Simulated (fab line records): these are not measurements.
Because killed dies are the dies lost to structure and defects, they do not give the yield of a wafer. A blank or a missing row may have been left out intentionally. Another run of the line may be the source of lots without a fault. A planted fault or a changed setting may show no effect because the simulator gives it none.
fab line records	flow gf180mcu
record lots=12	wafers=36	lastDay=34
route steps=602 shown V4@498 V5@542
lots with no fault: from the same line, run without faults
startH: the number of hours between the record's first day and the start of the first shown wafer of the lot	waitH: hours from the lot's prior step to this one	" repeats the value in the row above	L1.1+2: one row covering several wafers at once	- either no value or no given start	* or withheld: withheld	< > ~ a bound
route shown NAME@n: names a module that has steps shown in the file, with the first one's number in the route	usual: mean/standard deviation taken from wafers without a fault	same: alike in all rows	chamber/n: place in a boat	sites: per-site readings	_std_site: standard deviation across them	_edge_site: mean of outer sites minus mean of inner sites	radiusMm: for every site, how far away it sits from the centre of the wafer	mask NAME#n: copy n	behind: the last tool/chamber to shape the wafer	hold: cause of the lot's hold/its duration in hours/its outcome	device: which transistor (n, p or np) failed to switch	end of line: tests of these same wafers at the route's end	a step with no rows: only its recipe	killed: not the wafer's yield, but the dies lost to structure and defects at the first sort	map: dies across one wafer; x = killed, . = not, _ = none there
set.NAME: the run value of the setting; set.NAME@STEP: its run value at that earlier step	model.NAME: the simulator's own value behind a step, which no gauge read
route steps across a sampled set of lots; one table per step, one row per wafer
services: from which hour (startH, from the record's first day; less than 0 if before it) a tool's chamber was out of use, for how many hours, and why
## steps
# step GF_V4_SPUTTER_22
# recipe material=TiN	targetThkNm=10	chamberPressurePa=5	powerW=4000	timeS=40
# usual cathodeDcPowerW=4000.0/0.73	throttleValvePct=30.3/0.99
lot.wafer	tool	chamber	startH	waitH	cathodeDcPowerW	throttleValvePct
L428.4	pvdSputter-03	-	588.01	0.0	3999.2	28.0
L428.5	"	-	"	"	4000.9	31.0
L428.6	"	-	"	"	4000.4	31.4
L429.2	pvdSputter-01	-	596.06	0.0	4000.7	30.0
L429.3	"	-	"	"	4000.2	29.8
L429.6	"	-	"	"	4000.5	30.0
L431.3	pvdSputter-03	-	608.94	0.0	3999.7	31.6
L431.4	"	-	"	"	3999.6	30.5
L431.6	"	-	"	"	4001.5	31.5
L432.2	pvdSputter-01	-	616.87	0.0	4000.5	31.3
L432.4	"	-	"	"	3998.9	30.7
L432.6	"	-	"	"	4000.3	31.2
L435.3	pvdSputter-02	-	641.41	0.0	4000.2	29.3
L435.4	"	-	"	"	4001.4	29.9
L435.5	"	-	"	"	3999.8	28.8
L436.2	pvdSputter-02	-	647.45	0.0	3999.8	29.6
L436.3	"	-	"	"	4000.1	31.2
L436.5	"	-	"	"	3999.4	29.8
L438.1	pvdSputter-02	-	671.62	0.0	4001.7	28.7
L438.2	"	-	"	"	3998.9	29.2
L438.5	"	-	"	"	4000.5	31.7
L439.2	pvdSputter-03	-	672.98	0.0	3999.7	30.5
L439.4	"	-	"	"	4000.2	31.8
L439.5	"	-	"	"	3998.7	31.7
L444.3	pvdSputter-03	-	706.37	0.0	3999.7	30.7
L444.4	"	-	"	"	4000.6	31.8
L444.6	"	-	"	"	3999.9	28.4
L445.1	pvdSputter-03	-	711.97	0.0	3999.7	31.6
L445.4	"	-	"	"	3999.1	28.4
L445.6	"	-	"	"	4000.5	30.5
L446.2	pvdSputter-02	-	718.30	0.0	4001.1	28.6
L446.3	"	-	"	"	3999.1	30.1
L446.6	"	-	"	"	3999.2	31.4
L448.4	pvdSputter-03	-	729.18	0.0	3999.5	31.0
L448.5	"	-	"	"	4000.3	31.0
L448.6	"	-	"	"	4001.2	30.4
# step GF_V5_CVD_02
# recipe material=SiO2	targetThkNm=1450	precursor=TEOS	tempC=400	timeS=163.28	rfW=600
# usual heaterPowerW=715/130
lot.wafer	tool	chamber	startH	waitH	heaterPowerW
L428.4	pecvd-04	0	632.28	0.1	548
L428.5	"	2	"	"	764
L428.6	"	1	"	"	577
L429.2	pecvd-04	0	638.96	0.0	585
L429.3	"	1	"	"	544
L429.6	"	1	"	"	590
L431.3	pecvd-02	2	651.18	0.0	595
L431.4	"	1	"	"	826
L431.6	"	2	"	"	669
L432.2	pecvd-04	1	659.71	0.0	592
L432.4	"	0	"	"	558
L432.6	"	1	"	"	467
L435.3	pecvd-02	0	682.29	0.0	699
L435.4	"	2	"	"	707
L435.5	"	0	"	"	763
L436.2	pecvd-03	0	688.30	0.0	774
L436.3	"	1	"	"	676
L436.5	"	0	"	"	868
L438.1	pecvd-04	0	711.01	0.1	631
L438.2	"	2	"	"	767
L438.5	"	1	"	"	466
L439.2	pecvd-03	1	711.96	0.0	753
L439.4	"	0	"	"	726
L439.5	"	2	"	"	686
L444.3	pecvd-03	1	743.83	0.0	636
L444.4	"	0	"	"	728
L444.6	"	2	"	"	689
L445.1	pecvd-03	2	748.59	0.1	614
L445.4	"	1	"	"	806
L445.6	"	0	"	"	746
L446.2	pecvd-02	2	754.12	0.0	681
L446.3	"	0	"	"	736
L446.6	"	2	"	"	705
L448.4	pecvd-04	1	765.22	0.1	473
L448.5	"	0	"	"	554
L448.6	"	2	"	"	767
# step GF_V5_THK_MEAS_03
# recipe reads=SiO2_of_V5_CVD_02
# usual V5_CVD_02_THK=1442/17
lot.wafer	tool	chamber	startH	waitH	hold	V5_CVD_02_THK[nm]
L428.4	filmMetro-01	-	632.37	0.0	-	1462
L428.5	"	-	"	"	-	1474
L428.6	"	-	"	"	-	1465
L429.2	filmMetro-02	-	639.08	0.1	-	1454
L429.3	"	-	"	"	-	1464
L429.6	"	-	"	"	-	1456
L431.3	filmMetro-04	-	651.31	0.1	-	1465
L431.4	"	-	"	"	-	1440
L431.6	"	-	"	"	-	1466
L432.2	filmMetro-04	-	659.83	0.1	-	1424
L432.4	"	-	"	"	-	1441
L432.6	"	-	"	"	-	1459
L435.3	filmMetro-01	-	682.42	0.1	-	1412
L435.4	"	-	"	"	-	1436
L435.5	"	-	"	"	-	1439
L436.2	filmMetro-02	-	688.42	0.1	-	1406
L436.3	"	-	"	"	-	1425
L436.5	"	-	"	"	-	1439
L438.1	filmMetro-04	-	711.12	0.1	-	1422
L438.2	"	-	"	"	-	1434
L438.5	"	-	"	"	-	1430
L439.2	filmMetro-04	-	712.08	0.1	-	1433
L439.4	"	-	"	"	-	1455
L439.5	"	-	"	"	-	1455
L444.3	filmMetro-02	-	743.95	0.1	awaitDispo/0.2h/release	1453
L444.4	"	-	"	"	awaitDispo/0.2h/release	1547
L444.6	"	-	"	"	awaitDispo/0.2h/release	1472
L444.3	filmMetro-02	-	744.28	0.3	-	1454
L444.4	"	-	"	"	-	1548
L444.6	"	-	"	"	-	1472
L445.1	filmMetro-02	-	748.70	0.1	awaitDispo/0.2h/release	1418
L445.4	"	-	"	"	awaitDispo/0.2h/release	1582
L445.6	"	-	"	"	awaitDispo/0.2h/release	1436
L445.1	filmMetro-02	-	749.00	0.3	-	1419
L445.4	"	-	"	"	-	1581
L445.6	"	-	"	"	-	1436
L446.2	filmMetro-04	-	754.24	0.1	-	1423
L446.3	"	-	"	"	-	1419
L446.6	"	-	"	"	-	1448
L448.4	filmMetro-02	-	765.31	0.0	-	1461
L448.5	"	-	"	"	-	1451
L448.6	"	-	"	"	-	1471
# step GF_V5_ETCH_16
# recipe chemistry=N2/H2	targetDepthA=withheld	overetchA=withheld	timeS=withheld	target=BARC	ionEnergyEv=200	sourceW=500	biasW=100	pressureMtorr=30	n2FlowSccm=100	h2FlowSccm=200
# usual drypumpMotorCurrentA=6.0/0.35	n2FlowSccm=100.01/0.28	oesProductAu=0.855/0.0045	throttleValvePct=13.225/0.0087
lot.wafer	tool	chamber	startH	waitH	drypumpMotorCurrentA	n2FlowSccm	oesProductAu	throttleValvePct
L428.4	rieDiel-01	3	653.34	0.0	5.7	100.18	0.853	13.225
L428.5	"	2	"	"	6.2	100.26	0.854	13.215
L428.6	"	1	"	"	6.7	100.00	0.849	13.223
L429.2	rieDiel-01	0	659.80	0.0	5.9	99.72	0.857	13.236
L429.3	"	3	"	"	5.7	99.19	0.850	13.226
L429.6	"	2	"	"	6.2	100.06	0.861	13.221
L431.3	rieDiel-01	0	670.85	0.0	5.8	100.32	0.846	13.236
L431.4	"	2	"	"	6.2	100.53	0.849	13.213
L431.6	"	1	"	"	6.7	100.11	0.858	13.222
L432.2	rieDiel-01	3	679.29	0.0	5.7	100.21	0.854	13.227
L432.4	"	2	"	"	6.2	100.11	0.853	13.218
L432.6	"	3	"	"	5.7	100.02	0.857	13.215
L435.3	rieDiel-03	1	701.95	0.0	5.8	100.25	0.854	13.235
L435.4	"	1	"	"	5.8	99.98	0.861	13.218
L435.5	"	3	"	"	6.3	100.07	0.850	13.209
L436.2	rieDiel-02	0	707.39	0.0	5.5	99.98	0.845	13.224
L436.3	"	1	"	"	5.9	99.84	0.854	13.226
L436.5	"	2	"	"	6.3	99.71	0.857	13.218
L438.1	rieDiel-02	1	729.59	0.0	5.8	101.15	0.854	13.229
L438.2	"	0	"	"	5.5	100.13	0.851	13.226
L438.5	"	3	"	"	6.0	99.72	0.856	13.221
L439.2	rieDiel-01	0	730.59	0.0	5.8	99.98	0.858	13.217
L439.4	"	1	"	"	6.7	100.19	0.850	13.238
L439.5	"	3	"	"	5.7	99.43	0.852	13.225
L444.3	rieDiel-01	2	761.79	0.0	6.2	100.03	0.857	13.229
L444.4	"	3	"	"	5.7	100.20	0.855	13.224
L444.6	"	1	"	"	6.7	99.89	0.852	13.232
L445.1	rieDiel-02	0	765.69	0.0	5.5	100.28	0.854	13.242
L445.4	"	2	"	"	6.3	99.43	0.861	13.222
L445.6	"	0	"	"	5.5	99.61	0.856	13.232
L446.2	rieDiel-02	1	771.34	0.0	5.8	100.49	0.861	13.229
L446.3	"	0	"	"	5.5	99.87	0.857	13.224
L446.6	"	0	"	"	5.5	99.88	0.865	13.201
L448.4	rieDiel-02	1	781.89	0.0	5.8	99.94	0.859	13.200
L448.5	"	2	"	"	6.3	99.46	0.860	13.228
L448.6	"	3	"	"	6.0	99.92	0.853	13.224
# step GF_V5_RS_MEAS_24
# recipe thkMeasGauge=four-point-probe	reads=W_of_V5_CVD_23+TiN_of_V5_SPUTTER_22+Ti_of_V5_SPUTTER_21
# usual V5_W_RS=0.329/0.004
lot.wafer	tool	chamber	startH	waitH	V5_W_RS[ohm/sq]
L428.4	filmMetro-04	-	654.64	0.1	0.324
L428.5	"	-	"	"	0.323
L428.6	"	-	"	"	0.329
L429.2	filmMetro-02	-	660.82	0.1	0.324
L429.3	"	-	"	"	0.321
L429.6	"	-	"	"	0.331
L431.3	filmMetro-02	-	671.82	0.1	0.328
L431.4	"	-	"	"	0.325
L431.6	"	-	"	"	0.325
L432.2	filmMetro-02	-	681.67	0.1	0.324
L432.4	"	-	"	"	0.325
L432.6	"	-	"	"	0.325
L435.3	filmMetro-04	-	702.89	0.1	0.327
L435.4	"	-	"	"	0.327
L435.5	"	-	"	"	0.330
L436.2	filmMetro-04	-	708.41	0.1	0.332
L436.3	"	-	"	"	0.336
L436.5	"	-	"	"	0.337
L438.1	filmMetro-04	-	730.50	0.1	0.333
L438.2	"	-	"	"	0.331
L438.5	"	-	"	"	0.329
L439.2	filmMetro-01	-	731.51	0.1	0.332
L439.4	"	-	"	"	0.336
L439.5	"	-	"	"	0.328
L444.3	filmMetro-02	-	762.79	0.1	0.332
L444.4	"	-	"	"	0.329
L444.6	"	-	"	"	0.332
L445.1	filmMetro-02	-	766.61	0.1	0.328
L445.4	"	-	"	"	0.330
L445.6	"	-	"	"	0.330
L446.2	filmMetro-04	-	772.26	0.1	0.330
L446.3	"	-	"	"	0.333
L446.6	"	-	"	"	0.332
L448.4	filmMetro-04	-	782.87	0.1	0.326
L448.5	"	-	"	"	0.325
L448.6	"	-	"	"	0.327
## services
tool	chamber	startH	hours	kind
pecvd-02	-	567.57	1.7	repair
pvdSputter-01	-	583.79	0.5	repair
rieDiel-02	0	589.76	10.9	repair
rieDiel-02	-	593.68	4.0	pm
rieDiel-01	3	600.71	12.8	repair
rieDiel-01	0	604.51	5.0	repair
rieDiel-01	-	605.43	2.1	repair
pecvd-03	-	609.42	1.0	repair
pvdSputter-03	-	615.18	11.3	repair
pvdSputter-01	-	618.44	1.8	repair
rieDiel-02	1	632.59	5.8	repair
pecvd-04	-	644.68	1.0	repair
pecvd-03	2	647.85	10.3	repair
pecvd-03	-	649.98	1.2	repair
pvdSputter-02	-	690.74	18.4	repair
rieDiel-01	-	696.61	0.7	repair
pvdSputter-03	-	701.03	3.0	repair
pvdSputter-03	-	713.04	0.5	repair
pecvd-02	-	713.26	1.1	repair
pecvd-02	-	719.68	1.1	repair
rieDiel-02	3	737.63	5.2	repair
rieDiel-02	3	747.98	2.0	repair
rieDiel-01	-	771.70	0.3	repair
pecvd-03	2	773.66	5.1	repair
## key
firstSign step=GF_V5_THK_MEAS_03	reading=visit	direction=added
effect step=GF_V5_THK_MEAS_03	reading=V5_CVD_02_THK	direction=up	sigmas=7.1	usual=1442	struck=1564
metAt GF_V5_CVD_02
struckLots L444,L445
struckWafers L444.4,L445.4
notActingAt GF_V4_SPUTTER_22,GF_V5_ETCH_16,GF_V5_RS_MEAS_24
onsetBetween 711.96 743.83
fault kind=processParameterDrift	tool=pecvd-03	chamber=-	onsetH=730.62	steps=GF_V5_CVD_02	channel=targetThkNm	offset=110.4	shape=step	endH=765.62	scope=struckWafersOnly	actsIn=theseRecipesOnly	stated=1450
